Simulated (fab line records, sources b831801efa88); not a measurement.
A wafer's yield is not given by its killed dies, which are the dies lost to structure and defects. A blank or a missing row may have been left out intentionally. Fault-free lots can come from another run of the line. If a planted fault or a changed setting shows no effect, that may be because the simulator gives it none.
fab line records + flow sfq-line
[record]
- lots = 5
- wafers = 15
- last-day = 94
route steps=325 shown M1@72 I1@73
lots with no fault: from the same line, run without faults
start-h: hours from the record's opening day to when the first of the lot's shown wafers began + wait-h: hours elapsed since this lot's preceding step + " unchanged from the row above + L1.1+2: a row that stands for several wafers + - no value present, or no start provided + * or withheld: withheld + < > ~ a bound
route shown NAME@n: a module of which the file shows steps, and the number in the route of the first + usual: mean/standard deviation taken from wafers without a fault + same: alike in all rows + chamber/n: place in a boat + sites: each site's reading + _std_site: standard deviation across them + _edge_site: inner sites' mean taken away from outer sites' mean + radius-mm: for every site, how far away it sits from the centre of the wafer + mask NAME#n: copy n + behind: the tool/chamber that last shaped the wafer + hold: reason for holding the lot/hours on hold/outcome of the hold + device: transistor that didn't switch, given as n, p or np + end of line: tests of these same wafers at the route's end + for a step that has no rows: nothing shown but its recipe + killed: dies lost to structure and defects at the first sort, not the wafer's yield + map: per-die view of a wafer (x killed, . not killed, _ where there is no die)
set.NAME: the setting the step ran with; set.NAME@STEP: the setting that earlier step ran with + model.NAME: the simulator's own value behind a step, which no gauge read
lots at selected steps of the route; one table per step, one row per wafer
services: when a tool's chamber went out of use (start-h, in hours from the record's first day, below 0 if earlier), for how many hours, and the reason
[[steps]]
[step SFQ_TRILAYER_M1_STRIP_SOLV_CLEAN_044]
[recipe]
- chemistry = NMP
- temp-c = 70
- time-s = 600
| lot.wafer  | tool         | chamber | start-h | wait-h |
|------------|--------------|---------|---------|--------|
| L074.3+4+6 | wet-bench-01 | 6,5,7   | 613.83  | 0.2    |
| L078.1+2+5 | wet-bench-01 | 6,2,7   | 655.95  | 0.4    |
| L085.1+2+6 | wet-bench-03 | 3,4,2   | 736.96  | 0.4    |
| L087.1+2+6 | wet-bench-03 | 6,4,7   | 756.16  | 0.4    |
| L088.2+4+5 | wet-bench-01 | 0,2,1   | 781.13  | 0.4    |
[step SFQ_TRILAYER_I1_DEP_PECVD_045]
[recipe]
- material = SiO2
- temp-c = 150
- time-s = 111.11
- pressure-torr = 2.4
- rf-w = 183.3
- precursor = SiH4/N2O
- target-thk-nm = 500
[usual]
- heater-power-w = 77/13
- throttle-valve-pct = 25.5/1.6
| lot.wafer | tool     | chamber | start-h | wait-h | heater-power-w | throttle-valve-pct |
|-----------|----------|---------|---------|--------|----------------|--------------------|
| L074.3    | pecvd-03 | 1       | 614.00  | 0.0    | 59             | 28.9               |
| L074.4    | "        | 0       | "       | "      | 76             | 24.7               |
| L074.6    | "        | 1       | "       | "      | 64             | 29.0               |
| L078.1    | pecvd-03 | 0       | 656.13  | 0.0    | 80             | 24.9               |
| L078.2    | "        | 1       | "       | "      | 65             | 28.7               |
| L078.5    | "        | 2       | "       | "      | 68             | 24.9               |
| L085.1    | pecvd-03 | 0       | 737.13  | 0.0    | 81             | 25.1               |
| L085.2    | "        | 2       | "       | "      | 62             | 25.1               |
| L085.6    | "        | 0       | "       | "      | 84             | 24.9               |
| L087.1    | pecvd-02 | 1       | 756.33  | 0.0    | 83             | 26.1               |
| L087.2    | "        | 2       | "       | "      | 84             | 24.0               |
| L087.6    | "        | 0       | "       | "      | 88             | 25.6               |
| L088.2    | pecvd-03 | 2       | 781.30  | 0.0    | 60             | 24.9               |
| L088.4    | "        | 1       | "       | "      | 72             | 28.9               |
| L088.5    | "        | 2       | "       | "      | 61             | 25.1               |
[step SFQ_TRILAYER_I1_CMP_CMP_046]
[recipe]
- material = SiO2
- down-force-psi = 3
- platen-rpm = 60
- pad-velocity-m-s = 0.94248
[usual]
- motor-current-A = 10.5/1
- time-to-endpoint-s = 219/7.3
| lot.wafer | tool   | chamber | start-h | wait-h | motor-current-A | time-to-endpoint-s |
|-----------|--------|---------|---------|--------|-----------------|--------------------|
| L074.3    | cmp-02 | 3       | 615.78  | 1.7    | 12.3            | 219                |
| L074.4    | "      | 0       | "       | "      | 8.4             | 224                |
| L074.6    | "      | 2       | 617.28  | 3.2    | 10.5            | 217                |
| L078.1    | cmp-01 | 3       | 660.59  | 4.4    | 10.0            | 219                |
| L078.2    | "      | 1       | 661.59  | 5.4    | 10.3            | 221                |
| L078.5    | "      | 3       | 662.59  | 6.4    | 9.8             | 228                |
| L085.2    | cmp-01 | 1       | 737.71  | 0.5    | 11.0            | 218                |
| L085.1    | "      | 2       | "       | "      | 12.8            | 208                |
| L085.6    | "      | 1       | 739.71  | 2.5    | 10.2            | 219                |
| L087.1    | cmp-01 | 3       | 759.09  | 2.7    | 9.7             | 217                |
| L087.2    | "      | 0       | "       | "      | 9.7             | 220                |
| L087.6    | "      | 2       | 760.59  | 4.2    | 12.3            | 223                |
| L088.4    | cmp-01 | 0       | 784.99  | 3.6    | 10.0            | 228                |
| L088.2    | "      | 1       | "       | "      | 10.6            | 223                |
| L088.5    | "      | 2       | "       | "      | 12.0            | 220                |
[step SFQ_I1_BOW_MEAS_912]
[recipe]
- mode = bow
[usual]
- I1_BOW = 3/8.3
| lot.wafer | tool          | chamber | start-h | wait-h | I1_BOW[um] |
|-----------|---------------|---------|---------|--------|------------|
| L074.3    | film-metro-03 | -       | 618.32  | 2.0    | 9          |
| L074.4    | "             | -       | "       | "      | -1         |
| L074.6    | "             | -       | "       | "      | -4         |
| L078.1    | film-metro-01 | -       | 663.09  | 2.0    | 3          |
| L078.2    | "             | -       | "       | "      | 3          |
| L078.5    | "             | -       | "       | "      | -1         |
| L085.1    | film-metro-04 | -       | 740.21  | 1.5    | 1          |
| L085.2    | "             | -       | "       | "      | 12         |
| L085.6    | "             | -       | "       | "      | 0          |
| L087.1    | film-metro-04 | -       | 761.09  | 1.5    | 3          |
| L087.2    | "             | -       | "       | "      | -8         |
| L087.6    | "             | -       | "       | "      | -4         |
| L088.2    | film-metro-04 | -       | 787.01  | 1.0    | 16         |
| L088.4    | "             | -       | "       | "      | 3          |
| L088.5    | "             | -       | "       | "      | 10         |
[step SFQ_TRILAYER_I1_METRO_MEASURE_047]
[usual]
- thk-nm = 200.2/1
| lot.wafer | tool          | chamber | start-h | wait-h | thk-nm |
|-----------|---------------|---------|---------|--------|--------|
| L074.3    | film-metro-03 | -       | 618.80  | 0.5    | 201.8  |
| L074.4    | "             | -       | "       | "      | 201.6  |
| L074.6    | "             | -       | "       | "      | 200.9  |
| L078.1    | film-metro-01 | -       | 663.21  | 0.1    | 199.3  |
| L078.2    | "             | -       | "       | "      | 200.6  |
| L078.5    | "             | -       | "       | "      | 200.8  |
| L085.1    | film-metro-04 | -       | 740.33  | 0.1    | 200.0  |
| L085.2    | "             | -       | "       | "      | 201.1  |
| L085.6    | "             | -       | "       | "      | 200.7  |
| L087.1    | film-metro-04 | -       | 761.21  | 0.1    | 201.5  |
| L087.2    | "             | -       | "       | "      | 201.5  |
| L087.6    | "             | -       | "       | "      | 199.3  |
| L088.2    | film-metro-04 | -       | 787.31  | 0.3    | 202.9  |
| L088.4    | "             | -       | "       | "      | 201.3  |
| L088.5    | "             | -       | "       | "      | 200.3  |
[step SFQ_TRILAYER_I1_VIA_LITHO_COAT_054]
[recipe]
- resist = BARC
- spin-rpm = 3000
- resist-thk-nm = 62
[usual]
- chill-plate-temp-C = 23.01/0.11
| lot.wafer | tool           | chamber | start-h | wait-h | chill-plate-temp-C |
|-----------|----------------|---------|---------|--------|--------------------|
| L074.3    | litho-track-04 | 0       | 619.70  | 0.7    | 23.15              |
| L074.4    | "              | 0       | "       | "      | 23.16              |
| L074.6    | "              | 0       | "       | "      | 23.14              |
| L078.1    | litho-track-03 | 0       | 664.41  | 1.0    | 22.95              |
| L078.2    | "              | 0       | "       | "      | 22.95              |
| L078.5    | "              | 0       | "       | "      | 22.96              |
| L085.1    | litho-track-02 | 0       | 741.53  | 1.0    | 23.00              |
| L085.2    | "              | 0       | "       | "      | 23.11              |
| L085.6    | "              | 0       | "       | "      | 23.09              |
| L087.1    | litho-track-04 | 0       | 762.41  | 1.0    | 23.12              |
| L087.2    | "              | 0       | "       | "      | 23.12              |
| L087.6    | "              | 0       | "       | "      | 22.99              |
| L088.2    | litho-track-04 | 0       | 788.36  | 0.8    | 23.10              |
| L088.4    | "              | 0       | "       | "      | 23.11              |
| L088.5    | "              | 0       | "       | "      | 23.10              |
[step SFQ_TRILAYER_I1_VIA_LITHO_COAT_049]
[recipe]
- resist = KrF
- spin-rpm = 3000
- resist-thk-nm = 650
[usual]
- chill-plate-temp-C = 23.01/0.12
| lot.wafer | tool           | chamber | start-h | wait-h | chill-plate-temp-C |
|-----------|----------------|---------|---------|--------|--------------------|
| L074.3    | litho-track-04 | 0       | 620.00  | 0.2    | 22.96              |
| L074.4    | "              | 0       | "       | "      | 22.96              |
| L074.6    | "              | 0       | "       | "      | 23.15              |
| L078.1    | litho-track-03 | 0       | 664.71  | 0.2    | 23.25              |
| L078.2    | "              | 0       | "       | "      | 22.94              |
| L078.5    | "              | 0       | "       | "      | 23.19              |
| L085.1    | litho-track-02 | 0       | 741.83  | 0.2    | 22.78              |
| L085.2    | "              | 0       | "       | "      | 22.90              |
| L085.6    | "              | 0       | "       | "      | 22.84              |
| L087.1    | litho-track-04 | 0       | 762.71  | 0.2    | 23.03              |
| L087.2    | "              | 0       | "       | "      | 23.10              |
| L087.6    | "              | 0       | "       | "      | 23.11              |
| L088.2    | litho-track-04 | 0       | 788.66  | 0.2    | 23.02              |
| L088.4    | "              | 0       | "       | "      | 23.24              |
| L088.5    | "              | 0       | "       | "      | 23.13              |
[step SFQ_TRILAYER_I1_VIA_LITHO_SOFTBAKE_053]
[recipe]
- temp-c = withheld
- time-s = withheld
- resist = KrF
[usual]
- chill-plate-temp-C = *
| lot.wafer | tool           | chamber | start-h | wait-h | chill-plate-temp-C |
|-----------|----------------|---------|---------|--------|--------------------|
| L074.3    | litho-track-04 | 0       | 620.25  | 0.2    | *                  |
| L074.4    | "              | 0       | "       | "      | *                  |
| L074.6    | "              | 0       | "       | "      | *                  |
| L078.1    | litho-track-03 | 0       | 665.01  | 0.2    | *                  |
| L078.2    | "              | 0       | "       | "      | *                  |
| L078.5    | "              | 0       | "       | "      | *                  |
| L085.1    | litho-track-02 | 0       | 742.13  | 0.2    | *                  |
| L085.2    | "              | 0       | "       | "      | *                  |
| L085.6    | "              | 0       | "       | "      | *                  |
| L087.1    | litho-track-04 | 0       | 763.01  | 0.2    | *                  |
| L087.2    | "              | 0       | "       | "      | *                  |
| L087.6    | "              | 0       | "       | "      | *                  |
| L088.2    | litho-track-04 | 0       | 788.93  | 0.2    | *                  |
| L088.4    | "              | 0       | "       | "      | *                  |
| L088.5    | "              | 0       | "       | "      | *                  |
[step SFQ_TRILAYER_I1_VIA_LITHO_EXPOSE_050]
[recipe]
- mask-id = I1
- na = 0.6
- source-shape = conventional
- sigma-outer = 0.65
- target-cd-nm = 500
- dose-mj = 21.3
[usual]
- focus-offset-nm = -0.1/0.54
| lot.wafer | tool           | chamber | start-h | wait-h | mask | focus-offset-nm |
|-----------|----------------|---------|---------|--------|------|-----------------|
| L074.3    | krf-scanner-02 | 0       | 769.96  | -      | I1#0 | 1.2             |
| L074.4    | "              | 0       | "       | "      | I1#0 | -0.1            |
| L074.6    | "              | 0       | "       | "      | I1#0 | -0.3            |
| L078.1    | krf-scanner-02 | 0       | 817.57  | -      | I1#0 | -0.4            |
| L078.2    | "              | 0       | "       | "      | I1#0 | -0.3            |
| L078.5    | "              | 0       | "       | "      | I1#0 | 0.3             |
| L085.1    | krf-scanner-02 | 0       | 896.84  | -      | I1#0 | 0.0             |
| L085.2    | "              | 0       | "       | "      | I1#0 | -0.2            |
| L085.6    | "              | 0       | "       | "      | I1#0 | -0.4            |
| L087.1    | krf-scanner-02 | 0       | 914.84  | -      | I1#0 | 0.2             |
| L087.2    | "              | 0       | "       | "      | I1#0 | -0.1            |
| L087.6    | "              | 0       | "       | "      | I1#0 | 0.4             |
| L088.2    | krf-scanner-02 | 0       | 935.44  | -      | I1#0 | 0.4             |
| L088.4    | "              | 0       | "       | "      | I1#0 | 0.3             |
| L088.5    | "              | 0       | "       | "      | I1#0 | -0.1            |
[step SFQ_TRILAYER_I1_VIA_LITHO_PEB_052]
[recipe]
- peb-temp-c = 115
- peb-time-s = 60
- resist = KrF
[usual]
- chill-plate-temp-C = 23.00/0.1
- plate-temp-C = 114.98/0.14
[same]
- peb-time-s = 60
| lot.wafer | tool           | chamber | start-h | wait-h | chill-plate-temp-C | plate-temp-C |
|-----------|----------------|---------|---------|--------|--------------------|--------------|
| L074.3    | litho-track-04 | 0       | 770.81  | 0.7    | 23.12              | 114.99       |
| L074.4    | "              | 0       | "       | "      | 22.87              | 115.12       |
| L074.6    | "              | 0       | "       | "      | 22.96              | 115.06       |
| L078.1    | litho-track-02 | 0       | 818.77  | 1.0    | 22.89              | 115.20       |
| L078.2    | "              | 0       | "       | "      | 23.24              | 115.05       |
| L078.5    | "              | 0       | "       | "      | 22.90              | 115.05       |
| L085.1    | litho-track-04 | 0       | 898.04  | 1.0    | 23.05              | 115.02       |
| L085.2    | "              | 0       | "       | "      | 23.10              | 114.91       |
| L085.6    | "              | 0       | "       | "      | 22.99              | 115.07       |
| L087.1    | litho-track-02 | 0       | 916.04  | 1.0    | 23.08              | 114.99       |
| L087.2    | "              | 0       | "       | "      | 22.93              | 114.87       |
| L087.6    | "              | 0       | "       | "      | 23.08              | 114.95       |
| L088.2    | litho-track-04 | 0       | 936.47  | 0.8    | 23.11              | 114.87       |
| L088.4    | "              | 0       | "       | "      | 23.07              | 114.98       |
| L088.5    | "              | 0       | "       | "      | 23.09              | 115.06       |
[step SFQ_TRILAYER_I1_VIA_LITHO_DEVELOP_051]
[recipe]
- time-s = 60
- resist = KrF
[usual]
- chill-plate-temp-C = 23.01/0.1
| lot.wafer | tool           | chamber | start-h | wait-h | chill-plate-temp-C |
|-----------|----------------|---------|---------|--------|--------------------|
| L074.3    | litho-track-04 | 0       | 770.96  | 0.1    | 22.93              |
| L074.4    | "              | 0       | "       | "      | 22.84              |
| L074.6    | "              | 0       | "       | "      | 22.95              |
| L078.1    | litho-track-02 | 0       | 818.92  | 0.1    | 23.07              |
| L078.2    | "              | 0       | "       | "      | 23.01              |
| L078.5    | "              | 0       | "       | "      | 22.98              |
| L085.1    | litho-track-04 | 0       | 898.19  | 0.1    | 23.16              |
| L085.2    | "              | 0       | "       | "      | 23.01              |
| L085.6    | "              | 0       | "       | "      | 23.26              |
| L087.1    | litho-track-02 | 0       | 916.19  | 0.1    | 22.83              |
| L087.2    | "              | 0       | "       | "      | 22.88              |
| L087.6    | "              | 0       | "       | "      | 22.88              |
| L088.2    | litho-track-04 | 0       | 936.62  | 0.1    | 22.99              |
| L088.4    | "              | 0       | "       | "      | 23.10              |
| L088.5    | "              | 0       | "       | "      | 23.02              |
[[services]]
| tool           | chamber | start-h | hours | kind   |
|----------------|---------|---------|-------|--------|
| krf-scanner-02 | -       | 597.18  | 1.3   | pm     |
| film-metro-03  | -       | 603.87  | 0.7   | pm     |
| pecvd-03       | 2       | 606.31  | 4.9   | repair |
| cmp-01         | -       | 621.24  | 3.0   | repair |
| krf-scanner-02 | -       | 624.98  | 1.0   | pm     |
| pecvd-03       | -       | 628.07  | 1.2   | repair |
| cmp-01         | -       | 649.17  | 2.6   | repair |
| film-metro-04  | -       | 657.57  | 4.9   | pm     |
| film-metro-04  | -       | 690.52  | 0.5   | pm     |
| pecvd-03       | -       | 695.44  | 2.8   | pm     |
| cmp-01         | -       | 714.89  | 1.1   | repair |
| krf-scanner-02 | -       | 722.03  | 0.8   | pm     |
| cmp-01         | -       | 725.81  | 2.1   | repair |
| cmp-01         | -       | 754.27  | 3.8   | repair |
| krf-scanner-02 | -       | 775.56  | 1.3   | pm     |
| film-metro-04  | -       | 781.01  | 1.6   | pm     |
| krf-scanner-02 | -       | 794.97  | 1.0   | pm     |
| krf-scanner-02 | -       | 841.39  | 5.0   | repair |
| wet-bench-03   | -       | 880.31  | 1.1   | repair |
| krf-scanner-02 | -       | 891.42  | 0.8   | pm     |
| film-metro-04  | -       | 902.57  | 1.2   | pm     |
| cmp-01         | -       | 918.02  | 4.0   | pm     |
| pecvd-03       | -       | 933.25  | 14.0  | pm     |
| film-metro-04  | -       | 935.52  | 0.5   | pm     |
[[key]]
fault none
